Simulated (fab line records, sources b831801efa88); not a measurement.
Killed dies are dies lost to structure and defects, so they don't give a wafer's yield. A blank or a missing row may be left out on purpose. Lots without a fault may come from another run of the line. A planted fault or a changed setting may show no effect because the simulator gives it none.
Split-lot experiment | flow sfq_line | 5 lots, 23 wafers read, on a route of 325 steps

THE SPLIT
At SFQ_TRILAYER_I6_VIA_LITHO_PEB_172 (peb time 60 s), the setting peb_temp_c was moved away from the recipe's 115 C on 7 of the 23 wafers read, by -1.5% to +1.3%. The other wafers ran this setting at the recipe's value.

FROM THE SPLIT TO THE READING: what the file shows between them, 1 step
- SFQ_TRILAYER_I6_VIA_LITHO_DEVELOP_171: time 60 s

THE READING
I6.cd_nm (the simulator's own value, which no gauge read), in nm, at SFQ_TRILAYER_I6_VIA_BARC_OPEN_VIA_ETCH_235 (etches BARC in O2, target depth 125 nm, time 41.7 s). The file gives no usual value for it. The 16 wafers here that ran the recipe average 699.4 nm, standard deviation 0.96 nm.

wafer  | tool, chamber at the split | peb_temp_c as run, C | against the recipe | I6.cd_nm, nm | against lot-mates on the recipe
L074.2 | litho_track-03, 0          | 115                  | recipe             | 698.6        | -
L074.3 | litho_track-03, 0          | 115                  | recipe             | 699.6        | -
L074.4 | litho_track-03, 0          | 116.5                | +1.3%              | 725.6        | +26.3
L074.5 | litho_track-03, 0          | 115                  | recipe             | 699.7        | -
L074.6 | litho_track-03, 0          | 116.5                | +1.3%              | 725.5        | +26.2
L079.1 | litho_track-01, 0          | 115                  | recipe             | 697.2        | -
L079.3 | litho_track-01, 0          | 115                  | recipe             | 699.1        | -
L079.6 | litho_track-01, 0          | 115                  | recipe             | 699.9        | -
L081.1 | litho_track-03, 0          | 115                  | recipe             | 699          | -
L081.2 | litho_track-03, 0          | 115                  | recipe             | 700.3        | -
L081.3 | litho_track-03, 0          | 115                  | recipe             | 698.4        | -
L081.4 | litho_track-03, 0          | 115                  | recipe             | 698.2        | -
L081.6 | litho_track-03, 0          | 115                  | recipe             | 699.8        | -
L084.1 | litho_track-02, 0          | 115                  | recipe             | 700.3        | -
L084.3 | litho_track-02, 0          | 113.3                | -1.5%              | 666.6        | -34.0
L084.4 | litho_track-02, 0          | 113.3                | -1.5%              | 666.9        | -33.7
L084.5 | litho_track-02, 0          | 115                  | recipe             | 700          | -
L084.6 | litho_track-02, 0          | 115                  | recipe             | 701.4        | -
L085.2 | litho_track-01, 0          | 113.5                | -1.3%              | 671.9        | -27.5
L085.3 | litho_track-01, 0          | 113.5                | -1.3%              | 669.8        | -29.6
L085.4 | litho_track-01, 0          | 113.5                | -1.3%              | 671          | -28.4
L085.5 | litho_track-01, 0          | 115                  | recipe             | 699.4        | -
L085.6 | litho_track-01, 0          | 115                  | recipe             | 699.4        | -

THE FIT
A straight line over all 23 wafers: I6.cd_nm changes by +21.3 nm for each +1% of peb_temp_c; r = +1.00; the points scatter about the line by 1.1 nm.
The same after taking each lot's own level away (the mean of its wafers on the recipe; 23 wafers): +21.6 nm for each +1%; r = +1.00; scatter 1 nm.
On that fit, the largest move of peb_temp_c shifts the reading by 32 nm.
The lots' own levels span 698.73 to 700.57 nm, that is 1.9 times the standard deviation above.
So the lot-to-lot level changes the slope little: the two slopes agree.
Check: with one of the wafers moved furthest among these (-1.5%) left out of the fit, the line predicts -32 nm for it against its lot-mates. It came out at -34 nm against them.

OTHER SPLITS ON THESE WAFERS
These wafers also went through other splits before the reading. Each is held against what the fit with the lots' levels taken away leaves over:
other split on the same wafers                | wafers away from the commonest value | r with I6.cd_nm (lot level and that fit taken away)
SFQ_TRILAYER_R5_DEP_SPUTTER_133 power_w       | 5                                    | -0.05
SFQ_TRILAYER_R5_LITHO_PEB_139 peb_time_s      | 9                                    | +0.28
SFQ_TRILAYER_I5_LITHO_COAT_144 spin_rpm       | 9                                    | +0.01
SFQ_TRILAYER_I5_ETCH_VIA_ETCH_147 bias_w      | 8                                    | +0.03
SFQ_TRILAYER_C5_BARC_OPEN_VIA_ETCH_210 bias_w | 7                                    | -0.22
SFQ_TRILAYER_M6_DEP_SPUTTER_157 time_s        | 5                                    | +0.36
SFQ_TRILAYER_M6_LITHO_COAT_164 spin_rpm       | 5                                    | -0.27
SFQ_TRILAYER_I6_DEP_PECVD_165 time_s          | 5                                    | -0.02

THE FILE'S OWN FIT
I6.cd_nm changes by +21.7 nm for each +1% of peb_temp_c, r = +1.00.
